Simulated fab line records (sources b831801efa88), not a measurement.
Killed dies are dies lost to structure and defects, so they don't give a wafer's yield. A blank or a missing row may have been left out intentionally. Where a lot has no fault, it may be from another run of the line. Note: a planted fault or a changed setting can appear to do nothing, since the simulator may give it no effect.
fab line records	flow sky130
record: lots: 7	wafers: 18	lastDay: 50
route steps=708 shown VIA3@585 METAL4@598 PAD_OPEN@708
lots with no fault: from the same line, run without faults
startH: hours from the record's first day to the start of the lot's first wafer shown	waitH: hours from the lot's prior step to this one	" the same as in the row above	L1.1+2: one row covering several wafers at once	- no value, or no start was given	* or withheld: withheld	< > ~ a bound
route shown NAME@n: NAME is a module with steps in the file, n the number in the route of the first one	usual: the fault-free wafers' mean and standard deviation	same: alike in all rows	chamber/n: place in a boat	sites: per-site readings	_std_site: the values' standard deviation	_edge_site: the outer-site mean with the inner-site mean subtracted	radiusMm: for every site, how far away it sits from the centre of the wafer	mask NAME#n: copy n	behind: the last tool/chamber to shape the wafer	hold: cause of the lot's hold/its duration in hours/its outcome	device: which transistor (n, p or np) failed to switch	end of line: the route-end tests of the same wafers	step lacking rows: just its recipe	killed: dies that structure and defects cost at the first sort, which is not the same as the wafer's yield	map: the dies of a wafer, with x for killed, . for not killed, _ for no die there
set.NAME: the run value of the setting; set.NAME@STEP: its run value at that earlier step	model.NAME: the simulator's own value behind a step, which no gauge read
a table for each step, a row for each wafer; lots at some steps of the route
services: a tool's chamber out of use, with start hour (startH, from the record's first day; less than 0 if before it), hours out, and reason
== steps ==
step: SKY_VIA3_CD_MEAS_12
recipe: targetCdNm: 200
usual: cdNm: 199.8/1.6
lot.wafer	tool	chamber	startH	waitH	cdNm
L825.1	cdSem-01	-	1004.32	-	199.2
L825.2	"	-	"	"	199.4
L825.5	"	-	"	"	198.6
L826.2	cdSem-02	-	1009.24	-	199.3
L826.4	"	-	"	"	198.9
L826.6	"	-	"	"	198.4
L832.1	cdSem-01	-	1046.48	-	197.7
L832.3	"	-	"	"	197.4
L833.1	cdSem-02	-	1056.87	-	199.5
L833.3	"	-	"	"	198.9
L835.4	cdSem-02	-	1065.89	-	196.6
L835.6	"	-	"	"	197.6
L837.1	cdSem-02	-	1073.62	-	199.7
L837.3	"	-	"	"	200.5
L837.5	"	-	"	"	201.1
L838.2	cdSem-02	-	1079.80	-	201.7
L838.4	"	-	"	"	202.6
L838.5	"	-	"	"	203.0
step: SKY_VIA3_OVL_MEAS_13
usual: VIA3_OVL: 1/5.4
lot.wafer	tool	chamber	startH	waitH	VIA3_OVL[nm]
L825.1	overlay-01	-	1004.44	0.1	-1
L825.2	"	-	"	"	-2
L825.5	"	-	"	"	-3
L826.2	overlay-02	-	1009.34	0.1	4
L826.4	"	-	"	"	-8
L826.6	"	-	"	"	3
L832.1	overlay-01	-	1046.60	0.1	0
L832.3	"	-	"	"	-2
L833.1	overlay-01	-	1056.99	0.1	0
L833.3	"	-	"	"	-1
L835.4	overlay-01	-	1065.97	0.1	7
L835.6	"	-	"	"	11
L837.1	overlay-01	-	1073.74	0.1	-1
L837.3	"	-	"	"	1
L837.5	"	-	"	"	-3
L838.2	overlay-01	-	1079.91	0.1	11
L838.4	"	-	"	"	11
L838.5	"	-	"	"	8
step: SKY_VIA3_ETCH_14
recipe: chemistry: N2/H2	target: BARC	ionEnergyEv: 200	sourceW: 500	biasW: 100	pressureMtorr: 30	n2FlowSccm: 100	h2FlowSccm: 200	stopOn: SiO2	timeS: 45.9	targetDepthA: 600
usual: chamberPressureMTorr: 29.999/0.027	drypumpMotorCurrentA: 5.8/0.4	oesProductAu: 0.855/0.0047	throttleValvePct: 13.226/0.0092
lot.wafer	tool	chamber	startH	waitH	chamberPressureMTorr	drypumpMotorCurrentA	oesProductAu	rfHoursCounterH	throttleValvePct
L825.1	rieDiel-02	0	1004.48	0.0	29.961	5.1	0.855	10	13.223
L825.2	"	1	"	"	29.987	5.7	0.855	12	13.227
L825.5	"	0	"	"	30.021	5.2	0.857	-	13.223
L826.2	rieDiel-04	0	1009.37	0.0	30.017	5.7	0.852	19	13.223
L826.4	"	3	"	"	30.031	6.3	0.861	17	13.230
L826.6	"	3	"	"	30.014	6.3	0.855	-	13.234
L832.1	rieDiel-02	1	1046.64	0.0	30.000	5.7	0.851	13	13.215
L832.3	"	0	"	"	30.004	5.2	0.852	12	13.217
L833.1	rieDiel-04	3	1057.03	0.0	29.984	6.3	0.854	19	13.218
L833.3	"	1	"	"	30.010	6.3	0.858	9	13.242
L835.4	rieDiel-03	1	1065.99	0.0	30.059	5.6	0.852	7	13.232
L835.6	"	1	"	"	30.006	5.6	0.860	-	13.238
L837.1	rieDiel-02	1	1073.78	0.0	29.974	5.7	0.864	14	13.227
L837.3	"	2	"	"	29.981	5.8	0.848	15	13.229
L837.5	"	2	"	"	30.003	5.8	0.863	-	13.231
L838.2	rieDiel-03	0	1079.94	0.0	29.959	6.0	0.853	4	13.238
L838.4	"	2	"	"	30.017	5.3	0.856	14	13.218
L838.5	"	0	"	"	29.974	6.0	0.858	-	13.227
step: SKY_VIA3_ETCH_15
recipe: target: SiO2	chemistry: C4F8/O2/Ar	targetDepthNm: 507	stopOn: TiN	maskMaterial: KrF-thick	sourceW: 1500	biasW: 1200	pressureMtorr: 40	c4f8FlowSccm: withheld	O2_flow_sccm: 6	Ar_flow_sccm: 300	timeS: 78
step: SKY_VIA3_STRIP_16
recipe: chemistry: O2/N2	powerW: 1400	pressureMtorr: 1500	platenTempC: withheld	o2FlowSccm: 3000	n2FlowSccm: 300	overashFraction: 0.5
usual: chamberPressureMTorr: 1500.0/1.3	drypumpMotorCurrentA: 5.7/0.56	oesProductAu: 0.402/0.0052	stripTimeToEndpointS: 4.13/0.037
lot.wafer	tool	chamber	startH	waitH	chamberPressureMTorr	drypumpMotorCurrentA	oesProductAu	rfHoursCounterH	stripTimeToEndpointS
L825.1	plasmaAsher-01	1	1004.58	0.0	1499.3	5.4	0.402	87	4.08
L825.2	"	0	"	"	1500.7	6.6	0.399	87	4.16
L825.5	"	0	"	"	1499.7	6.6	0.394	-	4.09
L826.2	plasmaAsher-03	1	1009.48	0.0	1500.9	5.4	0.401	118	4.13
L826.4	"	1	"	"	1501.7	5.3	0.400	-	4.12
L826.6	"	0	"	"	1503.5	6.5	0.407	-	4.14
L832.1	plasmaAsher-01	0	1046.74	0.0	1499.9	6.6	0.401	89	4.11
L832.3	"	0	"	"	1499.3	6.6	0.407	-	4.08
L833.1	plasmaAsher-01	1	1057.13	0.0	1502.2	5.4	0.398	90	4.12
L833.3	"	1	"	"	1498.7	5.4	0.413	-	4.21
L835.4	plasmaAsher-04	1	1066.12	0.1	1499.8	5.3	0.410	-	4.17
L835.6	"	1	"	"	1497.7	5.3	0.403	-	4.16
L837.1	plasmaAsher-04	0	1073.88	0.0	1499.2	5.3	0.398	33	4.11
L837.3	"	0	"	"	1498.8	5.3	0.401	-	4.10
L837.5	"	1	"	"	1500.7	5.3	0.398	-	4.09
L838.2	plasmaAsher-03	1	1080.04	0.0	1500.0	5.3	0.403	1	4.18
L838.4	"	1	"	"	1500.4	5.3	0.404	-	4.16
L838.5	"	1	"	"	1501.2	5.4	0.399	-	4.15
step: SKY_VIA3_STRIP_17
recipe: chemistry: postEtchResidueRemover	timeS: 1200	tempC: 72.5
step: SKY_VIA3_CLEAN_18
recipe: chemistry: IPA	timeS: 180	tempC: 25
step: SKY_VIA3_CLEAN_19
recipe: chemistry: O3/DIW	dry: n2Spin
step: SKY_VIA3_SPUTTER_20
recipe: material: TiN	targetThkNm: 20	chamberPressurePa: 5	powerW: 4000	timeS: 80
usual: throttleValvePct: 30.0/0.97
lot.wafer	tool	chamber	startH	waitH	throttleValvePct
L825.1	pvdSputter-03	-	1005.17	0.0	29.7
L825.2	"	-	"	"	29.4
L825.5	"	-	"	"	31.3
L826.2	pvdSputter-03	-	1010.07	0.0	29.7
L826.4	"	-	"	"	29.1
L826.6	"	-	"	"	29.7
L832.1	pvdSputter-01	-	1047.33	0.0	29.9
L832.3	"	-	"	"	31.1
L833.1	pvdSputter-04	-	1057.76	0.0	32.0
L833.3	"	-	"	"	28.9
L835.4	pvdSputter-01	-	1066.68	0.0	28.8
L835.6	"	-	"	"	29.7
L837.1	pvdSputter-04	-	1074.47	0.0	31.8
L837.3	"	-	"	"	28.7
L837.5	"	-	"	"	30.6
L838.2	pvdSputter-01	-	1080.64	0.0	28.7
L838.4	"	-	"	"	31.0
L838.5	"	-	"	"	29.4
step: SKY_VIA3_CVD_21
recipe: material: W	targetThkNm: 390	timeS: 117.31	tempC: 400	pressureTorr: 40
usual: heaterPowerOuterW: 523/67	heaterPowerW: 850/82
lot.wafer	tool	chamber	startH	waitH	heaterPowerOuterW	heaterPowerW
L825.1	cvdW-01	1	1005.23	0.0	484	787
L825.2	"	0	"	"	485	806
L825.5	"	0	"	"	466	831
L826.2	cvdW-01	1	1010.17	0.1	488	811
L826.4	"	1	"	"	495	799
L826.6	"	1	"	"	486	802
L832.1	cvdW-02	0	1047.39	0.0	522	817
L832.3	"	1	"	"	657	1043
L833.1	cvdW-01	1	1057.82	0.0	485	784
L833.3	"	1	"	"	496	790
L835.4	cvdW-02	0	1066.78	0.1	520	823
L835.6	"	1	"	"	652	1039
L837.1	cvdW-01	1	1074.53	0.0	492	802
L837.3	"	0	"	"	482	822
L837.5	"	1	"	"	497	779
L838.2	cvdW-01	1	1080.70	0.0	498	798
L838.4	"	0	"	"	485	830
L838.5	"	1	"	"	489	799
step: SKY_VIA3_RS_MEAS_22
recipe: thkMeasGauge: four-point-probe	reads: W_of_VIA3_CVD_21+TiN_of_VIA3_SPUTTER_20
usual: VIA3_W_RS: 0.295/0.0041
lot.wafer	tool	chamber	startH	waitH	VIA3_W_RS[ohm/sq]
L825.1	filmMetro-02	-	1005.35	0.1	0.293
L825.2	"	-	"	"	0.300
L825.5	"	-	"	"	0.300
L826.2	filmMetro-03	-	1010.39	0.2	0.290
L826.4	"	-	"	"	0.290
L826.6	"	-	"	"	0.289
L832.1	filmMetro-03	-	1047.52	0.1	0.297
L832.3	"	-	"	"	0.297
L833.1	filmMetro-02	-	1057.94	0.1	0.295
L833.3	"	-	"	"	0.292
L835.4	filmMetro-02	-	1066.93	0.1	0.298
L835.6	"	-	"	"	0.301
L837.1	filmMetro-03	-	1074.65	0.1	0.293
L837.3	"	-	"	"	0.292
L837.5	"	-	"	"	0.291
L838.2	filmMetro-02	-	1080.84	0.1	0.294
L838.4	"	-	"	"	0.296
L838.5	"	-	"	"	0.297
step: SKY_VIA3_THK_MEAS_23
recipe: thkMeasGauge: xrf	reads: W_of_VIA3_CVD_21
usual: VIA3_W_THK: 376/6
lot.wafer	tool	chamber	startH	waitH	VIA3_W_THK[nm]
L825.1	filmMetro-02	-	1005.47	0.1	375
L825.2	"	-	"	"	366
L825.5	"	-	"	"	371
L826.2	filmMetro-03	-	1010.50	0.1	384
L826.4	"	-	"	"	383
L826.6	"	-	"	"	386
L832.1	filmMetro-03	-	1047.64	0.1	378
L832.3	"	-	"	"	376
L833.1	filmMetro-02	-	1058.06	0.1	370
L833.3	"	-	"	"	376
L835.4	filmMetro-02	-	1067.02	0.1	368
L835.6	"	-	"	"	366
L837.1	filmMetro-03	-	1074.77	0.1	383
L837.3	"	-	"	"	387
L837.5	"	-	"	"	388
L838.2	filmMetro-02	-	1080.95	0.1	378
L838.4	"	-	"	"	377
L838.5	"	-	"	"	375
step: SKY_VIA3_CMP_24
recipe: stopOn: SiO2	tOverpolishS: 20	downForcePsi: 3.5	platenRpm: 60	targetThkNm: 0	padVelocityMS: 0.94248
usual: motorCurrentA: 10.6/0.85	overpolishRunS: 19.998/0.0087	timeToEndpointS: 96/4.5
lot.wafer	tool	chamber	startH	waitH	motorCurrentA	overpolishRunS	timeToEndpointS
L825.2	cmp-02	3	1005.58	0.1	10.5	20.001	98
L825.1	"	0	"	"	9.9	20.003	88
L825.5	"	2	"	"	11.4	19.997	90
L826.2	cmp-01	0	1010.60	0.1	12.3	20.010	95
L826.4	"	1	"	"	9.6	19.975	93
L826.6	"	0	"	"	12.0	19.998	95
L832.3	cmp-01	3	1047.70	0.0	11.0	20.020	90
L832.1	"	2	"	"	10.0	0.033	147
L833.1	cmp-01	0	1058.33	0.3	11.2	0.033	148
L833.3	"	3	"	"	10.9	20.015	92
L835.4	cmp-01	2	1067.10	0.1	9.7	20.009	96
L835.6	"	1	"	"	9.4	0.033	146
L837.1	cmp-02	1	1074.83	0.1	11.5	19.995	107
L837.3	"	0	"	"	9.7	19.997	96
L837.5	"	1	"	"	11.7	20.009	107
L838.4	cmp-02	0	1081.00	0.0	9.7	19.993	97
L838.2	"	2	"	"	11.5	19.999	105
L838.5	"	1	"	"	10.6	20.007	101
step: SKY_METAL4_SPUTTER_00
recipe: material: Ti	targetThkNm: 15	powerW: 3000	timeS: 10	chamberPressurePa: 0.4
usual: throttleValvePct: 30.2/1.2
lot.wafer	tool	chamber	startH	waitH	throttleValvePct
L825.1	pvdSputter-01	-	1005.83	0.1	29.4
L825.2	"	-	"	"	29.7
L825.5	"	-	"	"	28.9
L826.2	pvdSputter-04	-	1010.85	0.2	30.8
L826.4	"	-	"	"	32.1
L826.6	"	-	"	"	28.9
L832.3	pvdSputter-02	-	1048.00	0.2	29.3
L833.3	pvdSputter-02	-	1058.63	0.1	28.7
L835.4	pvdSputter-04	-	1067.36	0.2	29.0
L837.1	pvdSputter-02	-	1075.13	0.2	31.0
L837.3	"	-	"	"	29.4
L837.5	"	-	"	"	28.8
L838.2	pvdSputter-04	-	1081.30	0.1	31.5
L838.4	"	-	"	"	32.0
L838.5	"	-	"	"	30.6
step: SKY_PAD_OPEN_PROBE_99
usual: defectLimitedYield: 82.9/1.7	killed_at_M0_to_M3: 42/6.1	killed_at_M4_up: 3.4/2	killedAtContacts: 23/4.8	killedAtFrontEnd: 15/3.8	killedAtOther: 0.3/0.48	killedDies: 84/8.5	killedOnRim: 16/3.9	killedOpen: 46/6.8	killedShort: 38/6.2	sort_bin_3_pad_short: 0.8/0.42	sort_bin_5_function: 10.1/1.4	sort_bin_6_memory: 6.2/0.99	sortNPass: 408/8.5	sortYieldPct: 82.9/1.7
same: grossDies: 492	killedAtBackSide: 0	sort_bin_4_leakage[%]: 0	sort_bin_8_speed[%]: 0
lot.wafer	tool	chamber	startH	waitH	defectLimitedYield[%]	killed_at_M0_to_M3	killed_at_M4_up	killedAtContacts	killedAtFrontEnd	killedAtOther	killedDies	killedOnRim	killedOpen	killedShort	sort_bin_3_pad_short[%]	sort_bin_5_function[%]	sort_bin_6_memory[%]	sortNPass	sortYieldPct[%]
L826.2	prober-02	-	1144.93	0.1	86.2	38	2	19	9	0	68	12	34	34	0.8	9.1	3.9	424	86.2
L826.4	prober-02	-	1145.03	0.2	82.3	48	3	18	17	1	87	20	38	47	1.0	11.0	5.7	405	82.3
L826.6	prober-02	-	1145.13	0.2	83.5	42	0	18	21	0	81	9	41	40	0.6	8.9	6.9	411	83.5
L832.1	prober-02	-	1172.82	0.1	0	449	5	23	15	0	492	96	41	42	83.9	8.5	7.5	0	0
L832.3	prober-02	-	1172.92	0.2	82.3	42	3	25	17	0	87	10	52	35	0.4	10.8	6.5	405	82.3
L833.1	prober-02	-	1181.26	0.1	0	448	3	23	17	1	492	96	51	34	83.3	8.9	7.7	0	0
L833.3	prober-02	-	1181.36	0.2	82.9	37	1	34	12	0	84	22	50	34	1.0	10.0	6.1	408	82.9
L835.6	prober-02	-	1188.74	0.2	0	451	1	22	16	2	492	96	51	43	82.7	10.8	6.5	0	0
killed by level:class
L826.2 METAL1:geometricParticle:short=9 CONTACT:geometricParticle:open=8 LI_CONTACT:geometricParticle:open=5 VIA1:geometricParticle:open=5 VIA1:geometricParticle:short=5 METAL2:geometricParticle:short=4 CONTACT:geometricParticle:short=3 METAL1:geometricParticle:open=3
L826.4 METAL2:geometricParticle:short=12 VIA1:geometricParticle:open=9 VIA2:geometricParticle:open=8 POLY_GATE:geometricParticle:open=6 LI_CONTACT:geometricParticle:open=6 METAL1:geometricParticle:short=6 LOCAL_INTERCONNECT:geometricParticle:short=5 CONTACT:geometricParticle:short=5
L826.6 FIELD_ISO:geometricParticle:short=9 VIA1:geometricParticle:open=9 VIA3:geometricParticle:open=8 LI_CONTACT:geometricParticle:open=7 METAL2:geometricParticle:short=7 FIELD_ISO:geometricParticle:open=5 POLY_GATE:geometricParticle:short=5 CONTACT:geometricParticle:open=5
L832.1 VIA3:areaCmp=409 VIA1:geometricParticle:open=11 METAL1:geometricParticle:short=7 LI_CONTACT:geometricParticle:open=6 VIA2:geometricParticle:open=6 CONTACT:geometricParticle:short=5 CONTACT:geometricParticle:open=5 METAL4:geometricParticle:short=5
L832.3 VIA1:geometricParticle:open=13 LOCAL_INTERCONNECT:geometricParticle:short=9 VIA3:geometricParticle:open=8 LI_CONTACT:geometricParticle:open=7 FIELD_ISO:geometricParticle:short=4 CONTACT:geometricParticle:open=4 POLY_GATE:geometricParticle:open=4 VIA2:geometricParticle:open=4
L833.1 VIA3:areaCmp=407 VIA1:geometricParticle:open=11 LI_CONTACT:geometricParticle:open=9 VIA2:geometricParticle:open=8 VIA3:geometricParticle:open=8 FIELD_ISO:geometricParticle:short=6 LI_CONTACT:geometricParticle:short=5 FIELD_ISO:geometricParticle:open=4
L833.3 LI_CONTACT:geometricParticle:open=14 CONTACT:geometricParticle:short=8 VIA1:geometricParticle:open=8 CONTACT:geometricParticle:open=6 VIA2:geometricParticle:open=6 FIELD_ISO:geometricParticle:open=5 METAL2:geometricParticle:short=4 VIA3:geometricParticle:open=4
L835.6 VIA3:areaCmp=398 METAL1:geometricParticle:short=11 CONTACT:geometricParticle:open=9 VIA2:geometricParticle:open=7 VIA1:geometricParticle:open=7 METAL2:geometricParticle:short=6 FIELD_ISO:geometricParticle:open=6 LI_CONTACT:geometricParticle:open=6
map L832.1 (x killed, . not)
__________xxxxxxxxxx_________
________xxxxxxxxxxxxxx_______
______xxxxxxxxxxxxxxxxxx_____
_____xxxxxxxxxxxxxxxxxxxx____
____xxxxxxxxxxxxxxxxxxxxxx___
___xxxxxxxxxxxxxxxxxxxxxxxx__
__xxxxxxxxxxxxxxxxxxxxxxxxxx_
_xxxxxxxxxxxxxxxxxxxxxxxxxxxx
_xxxxxxxxxxxxxxxxxxxxxxxxxxxx
_xxxxxxxxxxxxxxxxxxxxxxxxxxxx
_xxxxxxxxxxxxxxxxxxxxxxxxxxxx
_xxxxxxxxxxxxxxxxxxxxxxxxxxxx
_xxxxxxxxxxxxxxxxxxxxxxxxxxxx
_xxxxxxxxxxxxxxxxxxxxxxxxxxxx
_xxxxxxxxxxxxxxxxxxxxxxxxxxxx
__xxxxxxxxxxxxxxxxxxxxxxxxxx_
___xxxxxxxxxxxxxxxxxxxxxxxx__
____xxxxxxxxxxxxxxxxxxxxxx___
_____xxxxxxxxxxxxxxxxxxxx____
______xxxxxxxxxxxxxxxxxx_____
________xxxxxxxxxxxxxx_______
__________xxxxxxxxxx_________
map L833.1 (x killed, . not)
__________xxxxxxxxxx_________
________xxxxxxxxxxxxxx_______
______xxxxxxxxxxxxxxxxxx_____
_____xxxxxxxxxxxxxxxxxxxx____
____xxxxxxxxxxxxxxxxxxxxxx___
___xxxxxxxxxxxxxxxxxxxxxxxx__
__xxxxxxxxxxxxxxxxxxxxxxxxxx_
_xxxxxxxxxxxxxxxxxxxxxxxxxxxx
_xxxxxxxxxxxxxxxxxxxxxxxxxxxx
_xxxxxxxxxxxxxxxxxxxxxxxxxxxx
_xxxxxxxxxxxxxxxxxxxxxxxxxxxx
_xxxxxxxxxxxxxxxxxxxxxxxxxxxx
_xxxxxxxxxxxxxxxxxxxxxxxxxxxx
_xxxxxxxxxxxxxxxxxxxxxxxxxxxx
_xxxxxxxxxxxxxxxxxxxxxxxxxxxx
__xxxxxxxxxxxxxxxxxxxxxxxxxx_
___xxxxxxxxxxxxxxxxxxxxxxxx__
____xxxxxxxxxxxxxxxxxxxxxx___
_____xxxxxxxxxxxxxxxxxxxx____
______xxxxxxxxxxxxxxxxxx_____
________xxxxxxxxxxxxxx_______
__________xxxxxxxxxx_________
== services ==
tool	chamber	startH	hours	kind
cmp-02	-	986.37	7.9	pm
cvdW-01	0	1007.73	7.4	repair
cvdW-02	0	1019.46	12.3	repair
plasmaAsher-01	-	1023.84	16.7	repair
cmp-02	-	1030.35	15.0	pm
cvdW-02	-	1039.35	1.0	repair
rieDiel-03	3	1050.89	14.3	repair
cmp-02	-	1051.01	0.7	repair
plasmaAsher-03	-	1055.25	9.0	pm
plasmaAsher-03	0	1055.25	9.0	ventCycle
plasmaAsher-03	1	1055.25	9.0	ventCycle
cmp-02	-	1057.14	1.4	repair
cmp-01	-	1059.04	3.9	pm
plasmaAsher-03	0	1064.25	-	clean
plasmaAsher-03	1	1064.25	-	clean
cvdW-01	-	1066.49	6.9	pm
cmp-02	-	1069.56	0.3	repair
pvdSputter-01	-	1072.59	4.6	repair
cvdW-02	-	1073.39	6.9	pm
rieDiel-04	0	1075.39	5.1	repair
cvdW-02	-	1080.29	2.8	pm
== key ==
firstSign: step: SKY_VIA3_CMP_24	reading: overpolishRunS	direction: down	sigmas: 99+	usual: 19.998	struck: 0.033
effect: step: SKY_VIA3_CMP_24	reading: timeToEndpointS	direction: up	sigmas: 11	usual: *	struck: *
effect: step: SKY_PAD_OPEN_PROBE_99	reading: sort_bin_3_pad_short	direction: up	sigmas: 99+	usual: 0.8	struck: 83.3
moreKillsBornAt: SKY_VIA3_CMP_24@cmp-01: 1214
metAt SKY_VIA3_CMP_24
struckWafers L832.1,L833.1,L835.6
laterRowsLeftOut L832.1,L833.1,L835.6
onsetBetween 1010.60 1047.70
fault: kind: processParameterDrift	tool: cmp-01	chamber: -	onsetH: 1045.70	steps: SKY_VIA3_CMP_24	channel: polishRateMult	offset: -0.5	shape: step	endH: 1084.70	scope: struckWafersOnly
laterRowsLeftOut: the simulator's readings of these wafers behind a module that went badly wrong aren't trusted and aren't shown, but for the sort
